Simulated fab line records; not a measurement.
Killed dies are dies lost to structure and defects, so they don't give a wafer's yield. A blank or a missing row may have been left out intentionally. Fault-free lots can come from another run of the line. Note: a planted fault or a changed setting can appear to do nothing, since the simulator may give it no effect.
A sampling plan put to the test -- flow sky130 -- one line in one fab, 23 faults in these records, each fault weighed on the records of the lots it struck
What counts as the plan is the set of the line's own looks, namely the steps on the route at which a gauge or an inspection reads a wafer and does not change it. A look is open to judgement when struck wafers have a number at it and the file gives its usual mean and standard deviation on fault-free wafers. Caught: the struck wafers' mean, at a look after the fault's first step, is 4 or more of those standard deviations (sigma) away from the usual mean. On the tool: the same test on the tool's own readings at the fault's steps. If the struck wafers alone have a blank record, or they carry another recipe, that too counts as caught.

THE FAULTS, as the simulator had put them in
1. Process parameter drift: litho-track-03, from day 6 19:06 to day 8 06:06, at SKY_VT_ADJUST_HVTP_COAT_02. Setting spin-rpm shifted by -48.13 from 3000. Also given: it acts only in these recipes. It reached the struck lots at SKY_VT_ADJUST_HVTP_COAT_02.
2. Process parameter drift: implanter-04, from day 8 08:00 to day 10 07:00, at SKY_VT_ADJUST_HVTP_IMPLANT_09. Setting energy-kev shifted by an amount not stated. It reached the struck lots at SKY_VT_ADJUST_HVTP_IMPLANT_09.
3. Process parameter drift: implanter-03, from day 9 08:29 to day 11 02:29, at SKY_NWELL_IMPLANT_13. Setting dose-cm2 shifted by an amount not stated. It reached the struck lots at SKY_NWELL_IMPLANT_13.
4. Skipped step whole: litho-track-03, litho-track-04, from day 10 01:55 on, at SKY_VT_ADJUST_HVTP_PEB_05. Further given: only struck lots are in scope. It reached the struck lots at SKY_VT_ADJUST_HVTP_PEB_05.
5. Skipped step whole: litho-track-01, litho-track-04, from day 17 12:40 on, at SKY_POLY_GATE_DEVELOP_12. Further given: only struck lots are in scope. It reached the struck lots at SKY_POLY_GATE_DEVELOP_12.
6. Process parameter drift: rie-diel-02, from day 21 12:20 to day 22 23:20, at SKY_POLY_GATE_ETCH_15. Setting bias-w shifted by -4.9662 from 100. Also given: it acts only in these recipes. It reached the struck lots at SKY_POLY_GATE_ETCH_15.
7. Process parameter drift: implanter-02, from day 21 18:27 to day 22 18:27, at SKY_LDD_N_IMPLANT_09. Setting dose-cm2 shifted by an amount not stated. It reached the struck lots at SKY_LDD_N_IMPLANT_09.
8. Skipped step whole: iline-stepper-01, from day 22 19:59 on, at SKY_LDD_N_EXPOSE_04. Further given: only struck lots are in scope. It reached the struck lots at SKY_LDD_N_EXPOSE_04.
9. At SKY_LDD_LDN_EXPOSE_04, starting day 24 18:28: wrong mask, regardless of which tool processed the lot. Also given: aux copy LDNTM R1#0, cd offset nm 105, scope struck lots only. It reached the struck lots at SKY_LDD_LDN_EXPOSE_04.
10. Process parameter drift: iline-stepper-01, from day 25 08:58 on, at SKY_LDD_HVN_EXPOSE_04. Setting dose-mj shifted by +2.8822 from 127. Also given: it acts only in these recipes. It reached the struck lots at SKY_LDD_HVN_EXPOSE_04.
11. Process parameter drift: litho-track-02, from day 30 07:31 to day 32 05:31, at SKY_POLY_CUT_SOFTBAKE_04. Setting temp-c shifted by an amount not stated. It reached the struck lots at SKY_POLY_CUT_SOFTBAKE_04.
12. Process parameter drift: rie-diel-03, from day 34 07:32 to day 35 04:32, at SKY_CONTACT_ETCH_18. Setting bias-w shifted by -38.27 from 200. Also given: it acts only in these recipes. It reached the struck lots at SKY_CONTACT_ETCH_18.
13. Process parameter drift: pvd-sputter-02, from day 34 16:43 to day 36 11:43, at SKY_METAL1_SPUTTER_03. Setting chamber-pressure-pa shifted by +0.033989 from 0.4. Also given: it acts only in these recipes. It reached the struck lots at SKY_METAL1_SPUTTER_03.
14. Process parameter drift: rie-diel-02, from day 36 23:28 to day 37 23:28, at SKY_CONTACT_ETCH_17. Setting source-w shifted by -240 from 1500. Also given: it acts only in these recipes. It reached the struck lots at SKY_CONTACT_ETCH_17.
15. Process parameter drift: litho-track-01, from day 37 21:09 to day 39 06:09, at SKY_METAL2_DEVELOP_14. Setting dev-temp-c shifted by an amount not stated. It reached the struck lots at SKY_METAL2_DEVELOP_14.
16. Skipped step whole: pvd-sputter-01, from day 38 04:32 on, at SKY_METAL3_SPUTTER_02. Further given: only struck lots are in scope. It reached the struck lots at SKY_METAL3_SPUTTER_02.
17. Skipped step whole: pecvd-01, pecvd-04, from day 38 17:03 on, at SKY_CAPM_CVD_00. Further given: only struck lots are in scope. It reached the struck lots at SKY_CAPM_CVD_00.
18. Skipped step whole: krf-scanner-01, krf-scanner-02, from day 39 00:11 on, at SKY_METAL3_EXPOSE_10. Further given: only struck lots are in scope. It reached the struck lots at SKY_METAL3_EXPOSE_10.
19. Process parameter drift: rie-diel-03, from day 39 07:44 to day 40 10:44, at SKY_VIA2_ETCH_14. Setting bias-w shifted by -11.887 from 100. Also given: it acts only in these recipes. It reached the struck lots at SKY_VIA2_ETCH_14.
20. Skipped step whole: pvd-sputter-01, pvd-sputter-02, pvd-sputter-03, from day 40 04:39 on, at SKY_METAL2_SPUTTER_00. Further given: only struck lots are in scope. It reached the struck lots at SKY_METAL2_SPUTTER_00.
21. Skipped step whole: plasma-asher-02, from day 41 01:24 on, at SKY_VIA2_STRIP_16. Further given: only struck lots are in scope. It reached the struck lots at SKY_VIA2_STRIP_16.
22. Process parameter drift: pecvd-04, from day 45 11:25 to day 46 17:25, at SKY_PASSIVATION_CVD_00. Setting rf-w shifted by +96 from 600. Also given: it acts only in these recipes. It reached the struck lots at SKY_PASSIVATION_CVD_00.
23. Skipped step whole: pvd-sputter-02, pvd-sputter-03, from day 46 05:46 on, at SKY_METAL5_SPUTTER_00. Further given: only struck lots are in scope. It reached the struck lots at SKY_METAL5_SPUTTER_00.

WHAT THE PLAN SAW
fault,on the tool itself,first look that catches it,"reading, sigma",median hours from its first step to that look,hours from the fault's start to the first struck lot there,judged looks passed uncaught
1,spin-speed-rpm -25 sigma,not the one look that can be judged after it,-,-,-,1
2,beam-energy-keV +99 or beyond sigma,not the one look that can be judged after it,-,-,-,1
3,dose-ions-cm2 +25 sigma,not the one look that can be judged after it,-,-,-,1
4,no reading that can be judged,not the one look that can be judged after it,-,-,-,1
5,the tool's record is blank for the struck wafers,no look after it can be judged,-,-,-,0
6,bias-w -16 sigma,not the one look that can be judged after it,-,-,-,1
7,dose-ions-cm2 +40 sigma,none of the 2 looks that can be judged after it,-,-,-,2
8,no reading that can be judged,no look after it can be judged,-,-,-,0
9,under 2 sigma,no look after it can be judged,-,-,-,0
10,exposure-dose-mJ-cm2 +26 sigma,no look after it can be judged,-,-,-,0
11,heater-power-total-W +32 sigma,not the one look that can be judged after it,-,-,-,1
12,bias-w -60 sigma,not the one look that can be judged after it,-,-,-,1
13,chamber-pressure-pa +40 sigma,not the one look that can be judged after it,-,-,-,1
14,rf-fwd-power-W -42 sigma,not the one look that can be judged after it,-,-,-,1
15,developer-temp-C +6.5 sigma,no look after it can be judged,-,-,-,0
16,the tool's record is blank for the struck wafers,no look after it can be judged,-,-,-,0
17,the tool's record is blank for the struck wafers,no look after it can be judged,-,-,-,0
18,no reading that can be judged,no look after it can be judged,-,-,-,0
19,bias-w -45 sigma,not the one look that can be judged after it,-,-,-,1
20,the tool's record is blank for the struck wafers,no look after it can be judged,-,-,-,0
21,the tool's record is blank for the struck wafers,no look after it can be judged,-,-,-,0
22,rf-fwd-power-W +28 sigma,no look after it can be judged,-,-,-,0
23,the tool's record is blank for the struck wafers,no look after it can be judged,-,-,-,0
A dash: the fault isn't caught, or these records don't give the number.

Caught at a look: 0 of 23. Caught on the tool: 19 of 23. By one or the other: 19 of 23.
Caught on the tool alone: faults 1, 2, 3, 5, 6, 7, 10, 11, 12, 13, 14, 15, 16, 17, 19, 20, 21, 22, 23.
Caught by neither: faults 4, 8, 9, 18.
